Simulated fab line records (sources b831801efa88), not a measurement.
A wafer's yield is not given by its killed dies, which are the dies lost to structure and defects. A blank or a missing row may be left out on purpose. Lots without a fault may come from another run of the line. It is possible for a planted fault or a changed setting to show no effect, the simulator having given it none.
Split-lot study	flow sky130	23 wafers read across 5 lots, on a route 708 steps long

## THE SPLIT
At SKY_VT_ADJUST_HVTP_DEVELOP_06 (develop time 60 s), the setting developTimeS was moved away from the recipe's 60 s on 4 of the 23 wafers read, by -10.9% to +14.0%. This setting was run at the recipe's value on the other wafers.

The file shows no step between the split and the reading.

## THE READING
At SKY_VT_ADJUST_HVTP_CD_MEAS_07: cdNm in nanometres, against a target cd of 380 nm. On this fab line, fault-free wafers typically give 380.0 nm with a standard deviation of 2.2 nm.

wafer	tool, chamber at the split	developTimeS as run, s	against the recipe	cdNm, nm	against lot-mates on the recipe
L077.1	lithoTrack-04, 0	60	recipe	379.8	-
L077.4	lithoTrack-04, 0	60	recipe	380.7	-
L077.6	lithoTrack-04, 0	60	recipe	379.8	-
L078.1	lithoTrack-01, 0	53.48	-10.9%	370.3	-12.8
L078.2	lithoTrack-01, 0	60	recipe	383.1	-
L078.4	lithoTrack-01, 0	60	recipe	383.0	-
L078.5	lithoTrack-01, 0	60	recipe	383.2	-
L078.6	lithoTrack-01, 0	53.48	-10.9%	370.4	-12.7
L081.1	lithoTrack-01, 0	60	recipe	374.7	-
L081.2	lithoTrack-01, 0	60	recipe	375.4	-
L081.3	lithoTrack-01, 0	60	recipe	375.4	-
L081.4	lithoTrack-01, 0	60	recipe	377.6	-
L081.5	lithoTrack-01, 0	60	recipe	374.8	-
L082.2	lithoTrack-04, 0	60	recipe	380.0	-
L082.3	lithoTrack-04, 0	60	recipe	380.2	-
L082.4	lithoTrack-04, 0	60	recipe	382.6	-
L082.5	lithoTrack-04, 0	60	recipe	380.8	-
L082.6	lithoTrack-04, 0	60	recipe	383.1	-
L083.1	lithoTrack-04, 0	68.42	+14.0%	391.2	+11.0
L083.3	lithoTrack-04, 0	60	recipe	379.1	-
L083.4	lithoTrack-04, 0	68.42	+14.0%	396.0	+15.8
L083.5	lithoTrack-04, 0	60	recipe	380.2	-
L083.6	lithoTrack-04, 0	60	recipe	381.4	-

THE FIT
A straight line over all 23 wafers: cdNm changes by +0.94 nm for each +1% of developTimeS; r = +0.88; the points scatter about the line by 2.8 nm.
The same after taking each lot's own level away (the mean of its wafers on the recipe; 23 wafers): +1.04 nm for each +1%; r = +0.98; scatter 1.3 nm.
On that fit, the largest move of developTimeS shifts the reading by 15 nm.
From 375.58 to 383.10 nm: that is the span of the lots' own levels, equal to 3.4 times the standard deviation above.
The two slopes agree, so the slope changes little with the lot-to-lot level.
Check: for one of the wafers moved furthest among these (+14.0%), held out of the fit, the line's prediction against its lot-mates is +16.1 nm. Against them it came out at +11 nm.

## ADDITIONAL SPLITS CARRIED BY THESE WAFERS
Note: prior to the reading, these wafers also went through further splits. Each is held against what the fit with the lots' levels taken away leaves over:
other split on the same wafers	wafers away from the commonest value	r with cdNm (lot level and that fit taken away)
SKY_FIELD_ISO_CVD_03 tempC	18	+0.03
SKY_FIELD_ISO_DEVELOP_12 developTimeS	8	-0.06
SKY_DNWELL_COAT_02 resistThkNm	9	+0.01
SKY_DNWELL_DEVELOP_06 devTempC	11	-0.22
SKY_NWELL_SOFTBAKE_06 tempC	6	-0.07
SKY_NWELL_IMPLANT_11 doseCm2	5	+0.02
SKY_NWELL_SOFTBAKE_19 tempC	6	+0.18
SKY_NWELL_CLEAN_27 timeS	18	-0.10

## FILE'S OWN FIT
cdNm changes by +1.03 nm for each +1% of developTimeS, r = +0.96.
